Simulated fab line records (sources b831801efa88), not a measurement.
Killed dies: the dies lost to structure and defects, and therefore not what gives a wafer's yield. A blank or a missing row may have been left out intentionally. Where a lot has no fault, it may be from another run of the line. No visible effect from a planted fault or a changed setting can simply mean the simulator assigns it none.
Which of the tools did it? | flow sky130 | 12 lots, 36 wafers sampled, at 6 steps of a route of 708

## WHAT EACH GAUGE READ, for each wafer
SKY_FIELD_ISO_THK_MEAS_25.
lot  | measured    | on           | FIELD_ISO_CVD_24_THK (nm)
L453 | day 2 06:43 | filmMetro-04 | 603 597 582
L454 | day 2 13:57 | filmMetro-04 | 596 600 593
L456 | day 2 23:58 | filmMetro-01 | 596 603 596
L457 | day 3 07:03 | filmMetro-04 | 592 583 583
L458 | day 3 09:56 | filmMetro-03 | 597 595 603
L459 | day 3 15:19 | filmMetro-03 | 592 592 594
L461 | day 4 00:56 | filmMetro-04 | 599 601 600
L462 | day 4 06:28 | filmMetro-04 | 596 603 599
L465 | day 4 20:56 | filmMetro-01 | 589 602 592
L466 | day 5 04:46 | filmMetro-01 | 590 766 593
L473 | day 6 16:28 | filmMetro-04 | 602 601 602
L476 | day 7 08:04 | filmMetro-01 | 596 600 587

SKY_VIA1_THK_MEAS_23: measures by xrf.
lot  | measured     | on           | VIA1_W_THK (nm)
L453 | day 33 13:18 | filmMetro-01 | 264 267 266
L454 | day 34 07:43 | filmMetro-01 | 261 267 266
L456 | day 35 04:36 | filmMetro-04 | 260 264 263
L457 | day 35 07:17 | filmMetro-01 | 260 264 263
L458 | day 35 16:04 | filmMetro-02 | 263 270 262
L459 | day 36 04:44 | filmMetro-04 | 271 275 270
L461 | day 36 18:22 | filmMetro-02 | 267 261 266
L462 | day 36 21:05 | filmMetro-02 | 262 260 264
L465 | day 37 15:31 | filmMetro-01 | 267 265 265
L466 | day 38 04:55 | filmMetro-04 | 264 267 265
L473 | day 40 18:40 | filmMetro-02 | 265 263 260
L476 | day 41 06:55 | filmMetro-02 | 262 262 264

SKY_METAL5_THK_MEAS_06: measures by xrf.
lot  | measured     | on           | METAL5_ALCU_THK (nm)
L453 | day 42 09:29 | filmMetro-02 | 1158 1157 1162
L454 | day 43 03:07 | filmMetro-03 | 1159 1149 1157
L456 | day 43 21:20 | filmMetro-04 | 1135 1150 1126
L457 | day 43 23:51 | filmMetro-04 | 1143 1136 1149
L458 | day 44 08:31 | filmMetro-02 | 1145 1132 1143
L459 | day 44 18:31 | filmMetro-03 | 1168 1148 1152
L461 | day 45 05:02 | filmMetro-04 | 1140 1134 1148
L462 | day 45 06:52 | filmMetro-02 | 1128 1135 1134
L465 | day 46 01:27 | filmMetro-04 | 1141 1136 1142
L466 | day 46 08:45 | filmMetro-03 | 1157 1142 1143
L473 | day 48 11:55 | filmMetro-03 | 1148 1140 1142
L476 | day 48 20:40 | filmMetro-04 | 1142 1148 1140

## TOOL THAT RAN EACH LOT (tool first, then ch and the chambers of the sampled wafers, then the start)
lot  | SKY_FIELD_ISO_CVD_24            | SKY_FIELD_ISO_CMP_27         | SKY_METAL2_DESCUM_17
L453 | hdpcvd-02 ch 0,2, day 2 06:39   | cmp-01 ch 1,3, day 2 09:36   | rieMetal-02 ch 1, day 34 16:44
L454 | hdpcvd-01 ch 0,2, day 2 13:52   | cmp-01 ch 1,2,3, day 2 15:30 | rieMetal-02 ch 0,1, day 35 10:32
L456 | hdpcvd-01 ch 0,1,2, day 2 23:54 | cmp-02 ch 0,2,3, day 3 01:39 | rieMetal-02 ch 0,1, day 36 07:41
L457 | hdpcvd-01 ch 0,1, day 3 06:58   | cmp-01 ch 1,2, day 3 08:37   | rieMetal-03 ch 0,1, day 36 09:55
L458 | hdpcvd-02 ch 0,1,2, day 3 09:52 | cmp-01 ch 2,3, day 3 12:50   | rieMetal-02 ch 0,1, day 36 19:52
L459 | hdpcvd-01 ch 1,2, day 3 15:15   | cmp-01 ch 2,3, day 3 17:06   | rieMetal-03 ch 0,1, day 37 07:05
L461 | hdpcvd-02 ch 0,2, day 4 00:52   | cmp-02 ch 1,3, day 4 03:42   | rieMetal-02 ch 0, day 37 20:55
L462 | hdpcvd-02 ch 0,1, day 4 06:23   | cmp-01 ch 0,2,3, day 4 09:25 | rieMetal-03 ch 0,1, day 37 23:40
L465 | hdpcvd-01 ch 0,2, day 4 20:52   | cmp-02 ch 0,2,3, day 4 22:33 | rieMetal-02 ch 0,1, day 38 17:37
L466 | hdpcvd-02 ch 1,2, day 5 04:39   | cmp-01 ch 0,1,3, day 5 07:42 | rieMetal-03 ch 0,1, day 39 06:46
L473 | hdpcvd-01 ch 0,1, day 6 16:24   | cmp-01 ch 2,3, day 6 18:05   | rieMetal-02 ch 1, day 41 19:14
L476 | hdpcvd-01 ch 0,1,2, day 7 07:59 | cmp-01 ch 0,1,3, day 7 11:09 | rieMetal-02 ch 0,1, day 42 06:50
- SKY_FIELD_ISO_CVD_24: deposits SiO2, target thk 595 nm, time 99.2 s.
- SKY_FIELD_ISO_CMP_27: polishes, stops on Si3N4, t overpolish 16 s, target thk 457.8 nm.
- SKY_METAL2_DESCUM_17: chemistry O2, time 8 s.

## WHAT THE TOOLS THEMSELVES READ (means of the sampled wafers that have a number; where no wafer has one, the mark that the record gives instead)
SKY_FIELD_ISO_CMP_27.
lot  | tool   | motorCurrentA (A) | slurryFlowMlMin | timeToEndpointS (s)
L453 | cmp-01 | 11.2              | 150.3           | 114
L454 | cmp-01 | 11.2              | 149.9           | 110
L456 | cmp-02 | 10.6              | 149.9           | 111
L457 | cmp-01 | 10.2              | 149.8           | 115
L458 | cmp-01 | 10.9              | 150.3           | 115
L459 | cmp-01 | 10.5              | 150.2           | 113
L461 | cmp-02 | 11.9              | 150.3           | 112
L462 | cmp-01 | 10.9              | 149.9           | 115
L465 | cmp-02 | 10.4              | 150.1           | 111
L466 | cmp-01 | 11.3              | 150.2           | 123
L473 | cmp-01 | 10.2              | 149.8           | 112
L476 | cmp-01 | 11.5              | 149.9           | 114

SKY_METAL2_DESCUM_17.
lot  | tool        | drypumpMotorCurrentA (A) | oesProductAu (a.u.)
L453 | rieMetal-02 | 6.3                      | 1.009
L454 | rieMetal-02 | 6.0                      | 1.007
L456 | rieMetal-02 | 6.0                      | 0.997
L457 | rieMetal-03 | 5.0                      | 1.006
L458 | rieMetal-02 | 6.2                      | 1.006
L459 | rieMetal-03 | 5.1                      | 1.003
L461 | rieMetal-02 | 5.9                      | 1.000
L462 | rieMetal-03 | 5.0                      | 1.003
L465 | rieMetal-02 | 6.2                      | 1.010
L466 | rieMetal-03 | 5.1                      | 1.004
L473 | rieMetal-02 | 6.3                      | 1.016
L476 | rieMetal-02 | 6.2                      | 1.007

## THE ANSWER, worked out from the rows above alone
Rule: usual is defined by the lots themselves. The widest of any qualifying gaps counts: lots, ordered by their means at a reading, are off when they make up no more than a third of the lots, leave a main group of 4 or more, and stand apart from it by 3 or more times the standard deviation of that group's means. A main group is skipped when, at the precision printed for the reading in the tables above, its means are all equal. Also off: a lot with no number at a reading for which 4 or more lots have one. All remaining lots with rows at the step are treated as sound. First the gauges in route order, then the tools' own readings, where a lot's mean is used as printed above. At the first step where some lot is off, the reading lying furthest off is the one used; lots without a number count as furthest.
Off: L466, seen at SKY_FIELD_ISO_THK_MEAS_25 (FIELD_ISO_CVD_24_THK). For the main group the mean is 596 nm and the standard deviation 4.2.
If a tool, at a process step before that reading, ran all the lots that are off and no sound lot after the first of them, it fits. Not tried: the gauges at SKY_FIELD_ISO_THK_MEAS_25; whatever is off there is also off at SKY_FIELD_ISO_CMP_27, on other tools, and gauge error can't account for it. One candidate fits, namely hdpcvd-02 at SKY_FIELD_ISO_CVD_24. A fault onset in the window from L462 (day 4 06:23, its last sound lot) to L466 (day 5 04:39, its first lot off) fits.

## WHAT WAS PUT IN BY THE SIMULATOR
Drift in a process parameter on hdpcvd-02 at SKY_FIELD_ISO_CVD_24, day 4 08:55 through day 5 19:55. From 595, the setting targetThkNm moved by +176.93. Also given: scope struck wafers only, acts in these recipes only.
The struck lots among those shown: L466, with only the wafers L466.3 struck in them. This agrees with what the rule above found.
